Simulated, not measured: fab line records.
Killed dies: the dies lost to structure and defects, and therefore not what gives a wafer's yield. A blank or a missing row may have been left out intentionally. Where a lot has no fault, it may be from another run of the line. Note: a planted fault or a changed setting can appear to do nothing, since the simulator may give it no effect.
fab line records | flow sky130
record lots=24 wafers=72 lastDay=50
route steps=708 shown CONTACT@429 METAL1@440 VIA1@480 METAL3@563 METAL5@667 PAD_OPEN@707
lots untouched by any fault: they come from a run of this same line in which no faults occurred
startH: hours from the record's first day to the start of the lot's first wafer shown | waitH: hours since the lot's step before | " repeats the value in the row above | L1.1+2: a row that stands for several wafers | - value missing, or start not given | * or withheld: withheld | < > ~ a bound
route shown NAME@n: names a module that has steps shown in the file, with the first one's number in the route | usual: mean/standard deviation of fault-free wafers | same: alike in all rows | chamber/n: place in a boat | sites: each site's reading | _std_site: standard deviation of those values | _edge_site: outer sites' mean less inner sites' | radiusMm: for every site, how far away it sits from the centre of the wafer | mask NAME#n: copy n | behind: tool/chamber where the wafer was last shaped | hold: reason for holding the lot/hours on hold/outcome of the hold | device: whichever transistor did not switch (one of n, p or np) | end of line: tests of these same wafers at the route's end | for a step that has no rows: nothing shown but its recipe | killed: not the wafer's yield, but the dies lost to structure and defects at the first sort | map: a wafer's dies, marking killed ones x, the rest . and places with no die _
set.NAME: the setting as run; set.NAME@STEP: as run at that earlier step | model.NAME: the simulator's own value behind a step, which no gauge read
steps of the route over a sample of lots; a table a step, a row a wafer
services: when a tool's chamber went out of use (startH, in hours from the record's first day, below 0 if earlier), for how many hours, and the reason
## steps
# step SKY_CONTACT_SPUTTER_23
# recipe material=TiN targetThkNm=20 chamberPressurePa=5 powerW=4000 timeS=80
# usual throttleValvePct=29.8/1.1
# columns lot.wafer tool chamber startH waitH throttleValvePct
L074.1 pvdSputter-02 - 746.24 0.0 31.3
L074.3 " - " " 29.5
L074.6 " - " " 29.3
L075.2 pvdSputter-03 - 748.13 0.0 29.8
L075.5 " - " " 31.8
L075.6 " - " " 28.8
L076.2 pvdSputter-02 - 761.39 0.0 31.3
L076.3 " - " " 29.5
L076.4 " - " " 29.7
L077.3 pvdSputter-01 - 765.00 0.0 29.2
L077.5 " - " " 28.1
L077.6 " - " " 29.2
L078.2 pvdSputter-01 - 771.79 0.0 29.3
L078.3 " - " " 31.5
L078.6 " - " " 31.1
L079.1 pvdSputter-02 - 783.15 0.0 29.4
L079.3 " - " " 29.7
L079.5 " - " " 30.1
L080.3 pvdSputter-01 - 800.32 0.0 28.0
L080.4 " - " " 31.6
L080.5 " - " " 31.4
L081.2 pvdSputter-03 - 804.61 0.0 29.2
L081.4 " - " " 30.0
L081.5 " - " " 29.0
L082.2 pvdSputter-03 - 806.28 0.0 28.9
L082.3 " - " " 31.6
L082.6 " - " " 29.3
L083.2 pvdSputter-01 - 811.89 0.0 31.7
L083.5 " - " " 31.6
L083.6 " - " " 28.4
L084.1 pvdSputter-03 - 824.80 0.0 28.8
L084.2 " - " " 30.0
L084.3 " - " " 31.6
L085.3 pvdSputter-01 - 830.20 0.0 31.7
L085.5 " - " " 29.1
L085.6 " - " " 29.4
L086.1 pvdSputter-02 - 835.80 0.0 29.8
L086.3 " - " " 31.5
L086.5 " - " " 29.0
L087.1 pvdSputter-02 - 850.07 0.0 29.6
L087.4 " - " " 29.9
L087.5 " - " " 31.2
L088.1 pvdSputter-01 - 852.19 0.0 29.1
L088.2 " - " " 31.6
L088.6 " - " " 31.6
L089.1 pvdSputter-01 - 863.64 0.0 28.4
L089.2 " - " " 29.4
L089.5 " - " " 31.1
L090.1 pvdSputter-01 - 869.17 0.0 29.2
L090.4 " - " " 31.3
L090.5 " - " " 28.2
L091.2 pvdSputter-03 - 874.95 0.0 31.9
L091.5 " - " " 31.8
L091.6 " - " " 30.1
L092.1 pvdSputter-01 - 883.99 0.0 28.4
L092.3 " - " " 31.6
L092.5 " - " " 29.2
L093.3 pvdSputter-02 - 888.79 0.0 29.9
L093.4 " - " " 28.9
L093.6 " - " " 30.0
L094.1 pvdSputter-01 - 896.75 0.0 29.1
L094.2 " - " " 28.4
L094.6 " - " " 29.1
L095.2 pvdSputter-03 - 904.60 0.0 31.8
L095.4 " - " " 29.2
L095.6 " - " " 29.0
L096.1 pvdSputter-03 - 912.70 0.0 30.0
L096.4 " - " " 28.9
L096.6 " - " " 31.6
L097.1 pvdSputter-02 - 918.26 0.0 28.7
L097.2 " - " " 29.4
L097.6 " - " " 28.9
# step SKY_METAL1_THK_MEAS_06
# recipe thkMeasGauge=xrf reads=AlCu_of_METAL1_SPUTTER_02
# usual METAL1_ALCU_THK=251.7/2.9
# columns lot.wafer tool chamber startH waitH METAL1_ALCU_THK[nm]
L074.1 filmMetro-04 - 747.33 0.1 249.5
L074.3 " - " " 249.1
L074.6 " - " " 249.9
L075.2 filmMetro-03 - 749.05 0.1 250.3
L075.5 " - " " 246.2
L075.6 " - " " 249.2
L076.2 filmMetro-01 - 762.31 0.1 256.5
L076.3 " - " " 255.8
L076.4 " - " " 255.3
L077.3 filmMetro-03 - 765.93 0.1 251.3
L077.5 " - " " 252.5
L077.6 " - " " 252.9
L078.2 filmMetro-04 - 772.71 0.1 248.3
L078.3 " - " " 252.5
L078.6 " - " " 248.5
L079.1 filmMetro-01 - 784.06 0.1 251.8
L079.3 " - " " 252.9
L079.5 " - " " 253.1
L080.3 filmMetro-04 - 801.26 0.1 256.1
L080.4 " - " " 252.2
L080.5 " - " " 252.7
L081.2 filmMetro-03 - 805.57 0.1 251.2
L081.4 " - " " 251.1
L081.5 " - " " 250.1
L082.2 filmMetro-04 - 807.20 0.1 250.2
L082.3 " - " " 250.5
L082.6 " - " " 254.3
L083.2 filmMetro-04 - 812.81 0.1 252.3
L083.5 " - " " 252.9
L083.6 " - " " 254.4
L084.1 filmMetro-04 - 825.82 0.1 251.7
L084.2 " - " " 251.7
L084.3 " - " " 250.6
L085.3 filmMetro-03 - 831.17 0.1 246.1
L085.5 " - " " 247.0
L085.6 " - " " 245.1
L086.1 filmMetro-04 - 836.71 0.1 254.6
L086.3 " - " " 256.4
L086.5 " - " " 252.8
L087.1 filmMetro-04 - 850.99 0.1 252.0
L087.4 " - " " 248.2
L087.5 " - " " 249.4
L088.1 filmMetro-04 - 853.10 0.1 255.6
L088.2 " - " " 257.7
L088.6 " - " " 257.8
L089.1 filmMetro-04 - 864.55 0.1 248.5
L089.2 " - " " 248.0
L089.5 " - " " 251.2
L090.1 filmMetro-04 - 870.08 0.1 248.0
L090.4 " - " " 248.4
L090.5 " - " " 250.7
L091.2 filmMetro-04 - 875.87 0.1 257.0
L091.5 " - " " 255.8
L091.6 " - " " 256.7
L092.1 filmMetro-04 - 884.90 0.1 250.2
L092.3 " - " " 253.8
L092.5 " - " " 250.4
L093.3 filmMetro-04 - 889.76 0.1 254.4
L093.4 " - " " 252.3
L093.6 " - " " 252.5
L094.1 filmMetro-03 - 897.66 0.1 255.5
L094.2 " - " " 252.0
L094.6 " - " " 259.7
L095.2 filmMetro-04 - 905.52 0.1 249.3
L095.4 " - " " 250.1
L095.6 " - " " 251.0
L096.1 filmMetro-04 - 913.61 0.1 249.7
L096.4 " - " " 249.5
L096.6 " - " " 247.0
L097.1 filmMetro-04 - 919.17 0.1 254.9
L097.2 " - " " 255.8
L097.6 " - " " 255.0
# step SKY_VIA1_RS_MEAS_22
# recipe thkMeasGauge=four-point-probe reads=W_of_VIA1_CVD_21+TiN_of_VIA1_SPUTTER_20
# usual VIA1_W_RS=0.428/0.0041
# columns lot.wafer tool chamber startH waitH VIA1_W_RS[ohm/sq]
L074.1 filmMetro-02 - 804.01 0.1 0.430
L074.3 " - " " 0.424
L074.6 " - " " 0.436
L075.2 filmMetro-02 - 805.89 0.1 0.427
L075.5 " - " " 0.419
L075.6 " - " " 0.426
L076.2 filmMetro-03 - 818.48 0.1 0.421
L076.3 " - " " 0.422
L076.4 " - " " 0.421
L077.3 filmMetro-02 - 821.90 0.1 0.421
L077.5 " - " " 0.428
L077.6 " - " " 0.426
L078.2 filmMetro-03 - 828.90 0.1 0.429
L078.3 " - " " 0.428
L078.6 " - " " 0.422
L079.1 filmMetro-02 - 839.59 0.1 0.431
L079.3 " - " " 0.433
L079.5 " - " " 0.428
L080.3 filmMetro-03 - 855.89 0.1 0.423
L080.4 " - " " 0.423
L080.5 " - " " 0.422
L081.2 filmMetro-03 - 860.29 0.1 0.425
L081.4 " - " " 0.427
L081.5 " - " " 0.424
L082.2 filmMetro-02 - 862.32 0.1 0.430
L082.3 " - " " 0.427
L082.6 " - " " 0.430
L083.2 filmMetro-03 - 868.12 0.1 0.424
L083.5 " - " " 0.424
L083.6 " - " " 0.434
L084.1 filmMetro-03 - 880.71 0.1 0.421
L084.2 " - " " 0.428
L084.3 " - " " 0.419
L085.3 filmMetro-03 - 886.35 0.1 0.429
L085.5 " - " " 0.426
L085.6 " - " " 0.424
L086.1 filmMetro-02 - 892.18 0.1 0.430
L086.3 " - " " 0.430
L086.5 " - " " 0.427
L087.1 filmMetro-02 - 906.27 0.1 0.425
L087.4 " - " " 0.437
L087.5 " - " " 0.430
L088.1 filmMetro-02 - 906.66 0.1 0.427
L088.2 " - " " 0.425
L088.6 " - " " 0.427
L089.1 filmMetro-03 - 918.75 0.1 0.427
L089.2 " - " " 0.430
L089.5 " - " " 0.428
L090.1 filmMetro-03 - 924.11 0.1 0.434
L090.4 " - " " 0.432
L090.5 " - " " 0.427
L091.2 filmMetro-02 - 928.85 0.1 0.431
L091.5 " - " " 0.430
L091.6 " - " " 0.435
L092.1 filmMetro-02 - 937.85 0.1 0.428
L092.3 " - " " 0.433
L092.5 " - " " 0.429
L093.3 filmMetro-03 - 942.74 0.1 0.432
L093.4 " - " " 0.427
L093.6 " - " " 0.431
L094.1 filmMetro-02 - 949.84 0.1 0.430
L094.2 " - " " 0.430
L094.6 " - " " 0.429
L095.2 filmMetro-03 - 958.61 0.1 0.426
L095.4 " - " " 0.429
L095.6 " - " " 0.430
L096.1 filmMetro-02 - 966.25 0.1 0.432
L096.4 " - " " 0.433
L096.6 " - " " 0.421
L097.1 filmMetro-01 - 970.70 0.1 0.430
L097.2 " - " " 0.436
L097.6 " - " " 0.426
# step SKY_METAL3_CD_MEAS_13
# recipe targetCdNm=300
# usual cdNm=300.2/1.6
# columns lot.wafer tool chamber startH waitH cdNm
L074.1 cdSem-01 - 913.12 - 300.1
L074.3 " - " " 301.9
L074.6 " - " " 302.4
L075.2 cdSem-01 - 914.69 - 301.4
L075.5 " - " " 300.3
L075.6 " - " " 301.6
L076.2 cdSem-01 - 926.28 - 299.1
L076.3 " - " " 300.0
L076.4 " - " " 299.1
L077.3 cdSem-01 - 929.26 - 297.7
L077.5 " - " " 297.4
L077.6 " - " " 298.3
L078.2 cdSem-01 - 936.14 - 300.1
L078.3 " - " " 297.4
L078.6 " - " " 297.9
L079.1 cdSem-01 - 946.21 - 301.5
L079.3 " - " " 300.6
L079.5 " - " " 299.9
L080.3 cdSem-01 - 962.15 - 300.2
L080.4 " - " " 301.0
L080.5 " - " " 301.0
L081.2 cdSem-01 - 965.89 - 300.5
L081.4 " - " " 300.4
L081.5 " - " " 300.9
L082.2 cdSem-02 - 968.69 - 296.3
L082.3 " - " " 295.9
L082.6 " - " " 296.5
L083.2 cdSem-01 - 973.98 - 301.4
L083.5 " - " " 299.2
L083.6 " - " " 300.3
L084.1 cdSem-02 - 986.27 - 302.7
L084.2 " - " " 303.3
L084.3 " - " " 301.8
L085.3 cdSem-01 - 991.86 - 298.4
L085.5 " - " " 299.2
L085.6 " - " " 299.2
L086.1 cdSem-01 - 995.71 - 300.4
L086.3 " - " " 299.7
L086.5 " - " " 301.0
L087.1 cdSem-02 - 1008.82 - 299.9
L087.4 " - " " 300.0
L087.5 " - " " 299.8
L088.1 cdSem-02 - 1009.41 - 301.5
L088.2 " - " " 301.7
L088.6 " - " " 302.2
L089.1 cdSem-01 - 1019.77 - 301.1
L089.2 " - " " 300.8
L089.5 " - " " 298.5
L090.1 cdSem-02 - 1026.12 - 300.6
L090.4 " - " " 300.3
L090.5 " - " " 302.7
L091.2 cdSem-01 - 1036.89 - 301.6
L091.5 " - " " 302.0
L091.6 " - " " 302.2
L092.1 cdSem-01 - 1040.27 - 301.5
L092.3 " - " " 302.3
L092.5 " - " " 301.9
L093.3 cdSem-01 - 1042.16 - 301.0
L093.4 " - " " 299.9
L093.6 " - " " 301.0
L094.1 cdSem-01 - 1046.71 - 298.0
L094.2 " - " " 299.7
L094.6 " - " " 300.9
L095.2 cdSem-01 - 1054.18 - 299.7
L095.4 " - " " 300.5
L095.6 " - " " 300.0
L096.1 cdSem-02 - 1065.13 - 299.9
L096.4 " - " " 298.3
L096.6 " - " " 298.5
L097.1 cdSem-02 - 1065.83 - 300.1
L097.2 " - " " 299.9
L097.6 " - " " 299.6
# step SKY_METAL5_THK_MEAS_06
# recipe thkMeasGauge=xrf reads=AlCu_of_METAL5_SPUTTER_02
# usual METAL5_ALCU_THK=1144/16
# columns lot.wafer tool chamber startH waitH METAL5_ALCU_THK[nm]
L074.1 filmMetro-03 - 1018.79 0.1 1115
L074.3 " - " " 1144
L074.6 " - " " 1114
L075.2 filmMetro-03 - 1019.10 0.1 1128
L075.5 " - " " 1138
L075.6 " - " " 1137
L076.2 filmMetro-03 - 1029.30 0.1 1136
L076.3 " - " " 1136
L076.4 " - " " 1132
L077.3 filmMetro-01 - 1032.15 0.1 1156
L077.5 " - " " 1151
L077.6 " - " " 1154
L078.2 filmMetro-04 - 1036.37 0.1 1143
L078.3 " - " " 1161
L078.6 " - " " 1164
L079.1 filmMetro-04 - 1046.23 0.1 1136
L079.3 " - " " 1133
L079.5 " - " " 1165
L080.3 filmMetro-04 - 1064.75 0.1 1141
L080.4 " - " " 1153
L080.5 " - " " 1142
L081.2 filmMetro-04 - 1066.16 0.1 1145
L081.4 " - " " 1133
L081.5 " - " " 1151
L082.2 filmMetro-03 - 1067.11 0.1 1130
L082.3 " - " " 1126
L082.6 " - " " 1156
L083.2 filmMetro-04 - 1071.79 0.1 1135
L083.5 " - " " 1152
L083.6 " - " " 1169
L084.1 filmMetro-04 - 1078.88 0.1 1146
L084.2 " - " " 1136
L084.3 " - " " 1138
L085.3 filmMetro-04 - 1089.60 0.1 1141
L085.5 " - " " 1138
L085.6 " - " " 1150
L086.1 filmMetro-04 - 1092.37 0.1 1158
L086.3 " - " " 1179
L086.5 " - " " 1182
L087.1 filmMetro-01 - 1106.60 0.1 1164
L087.4 " - " " 1157
L087.5 " - " " 1145
L088.1 filmMetro-03 - 1107.55 0.1 1150
L088.2 " - " " 1138
L088.6 " - " " 1124
L089.1 filmMetro-01 - 1112.29 0.1 1129
L089.2 " - " " 1129
L089.5 " - " " 1139
L090.1 filmMetro-03 - 1116.83 0.1 1140
L090.4 " - " " 1155
L090.5 " - " " 1179
L091.2 filmMetro-03 - 1128.31 0.1 1125
L091.5 " - " " 1135
L091.6 " - " " 1117
L092.1 filmMetro-04 - 1132.53 0.1 1146
L092.3 " - " " 1141
L092.5 " - " " 1160
L093.3 filmMetro-03 - 1136.45 0.1 1145
L093.4 " - " " 1131
L093.6 " - " " 1130
L094.1 filmMetro-04 - 1138.83 0.1 1138
L094.2 " - " " 1151
L094.6 " - " " 1133
L095.2 filmMetro-01 - 1141.51 0.1 1133
L095.4 " - " " 1149
L095.6 " - " " 1149
L096.1 filmMetro-01 - 1154.84 0.1 1141
L096.4 " - " " 1163
L096.6 " - " " 1160
L097.1 filmMetro-03 - 1155.44 0.1 1127
L097.2 " - " " 1127
L097.6 " - " " 1132
# step SKY_PAD_OPEN_BOW_MEAS_13
# recipe mode=bow
# usual PAD_OPEN_BOW=45/8.8
# columns lot.wafer tool chamber startH waitH PAD_OPEN_BOW[um]
L074.1 filmMetro-02 - 1088.75 - 51
L074.3 " - " " 48
L074.6 " - " " 54
L075.2 filmMetro-01 - 1090.27 - 48
L075.5 " - " " 43
L075.6 " - " " 46
L076.2 filmMetro-04 - 1097.93 - 46
L076.3 " - " " 41
L076.4 " - " " 37
L077.3 filmMetro-02 - 1098.60 - 38
L077.5 " - " " 43
L077.6 " - " " 46
L078.2 filmMetro-04 - 1101.64 - 55
L078.3 " - " " 48
L078.6 " - " " 42
L079.1 filmMetro-02 - 1112.58 - 38
L079.3 " - " " 42
L079.5 " - " " 26
L080.3 filmMetro-04 - 1128.57 - 35
L080.4 " - " " 26
L080.5 " - " " 35
L081.2 filmMetro-04 - 1131.63 - 46
L081.4 " - " " 54
L081.5 " - " " 38
L082.2 filmMetro-01 - 1132.02 - 54
L082.3 " - " " 34
L082.6 " - " " 38
L083.2 filmMetro-04 - 1136.38 - 53
L083.5 " - " " 49
L083.6 " - " " 35
L084.1 filmMetro-04 - 1141.52 - 37
L084.2 " - " " 31
L084.3 " - " " 50
L085.3 filmMetro-02 - 1152.59 - 33
L085.5 " - " " 44
L085.6 " - " " 42
L086.1 filmMetro-04 - 1154.37 - 65
L086.3 " - " " 43
L086.5 " - " " 42
L087.1 filmMetro-04 - 1164.21 - 62
L087.4 " - " " 44
L087.5 " - " " 56
L088.1 filmMetro-01 - 1165.43 - 59
L088.2 " - " " 48
L088.6 " - " " 51
L089.1 filmMetro-01 - 1171.97 - 55
L089.2 " - " " 38
L089.5 " - " " 46
L090.1 filmMetro-01 - 1176.82 - 62
L090.4 " - " " 54
L090.5 " - " " 43
L091.2 filmMetro-01 - 1183.42 - 31
L091.5 " - " " 34
L091.6 " - " " 27
L092.1 filmMetro-02 - 1188.87 - 31
L092.3 " - " " 42
L092.5 " - " " 50
L093.3 filmMetro-04 - 1193.44 - 49
L093.4 " - " " 52
L093.6 " - " " 54
L094.1 filmMetro-01 - 1194.70 - 51
L094.2 " - " " 49
L094.6 " - " " 44
L095.2 filmMetro-04 - 1197.36 - 46
L095.4 " - " " 46
L095.6 " - " " 44
L096.1 filmMetro-01 - 1208.72 - 53
L096.4 " - " " 51
L096.6 " - " " 42
L097.1 filmMetro-02 - 1208.96 - 43
L097.2 " - " " 47
L097.6 " - " " 41
## services
# columns tool chamber startH hours kind
pvdSputter-02 - 736.23 1.5 repair
pvdSputter-03 - 764.37 10.1 repair
pvdSputter-01 3 832.13 - consumableReplace:kit
pvdSputter-01 3 832.13 18.0 scheduledDown
pvdSputter-01 3 832.13 18.0 ventCycle
pvdSputter-01 - 871.98 6.8 repair
pvdSputter-02 - 900.91 10.6 repair
pvdSputter-03 0 907.17 - consumableReplace:kit
pvdSputter-03 0 907.17 18.0 scheduledDown
pvdSputter-03 0 907.17 18.0 ventCycle
pvdSputter-02 0 911.93 - consumableReplace:kit
pvdSputter-02 0 911.93 18.0 scheduledDown
pvdSputter-02 0 911.93 18.0 ventCycle
## key
fault none
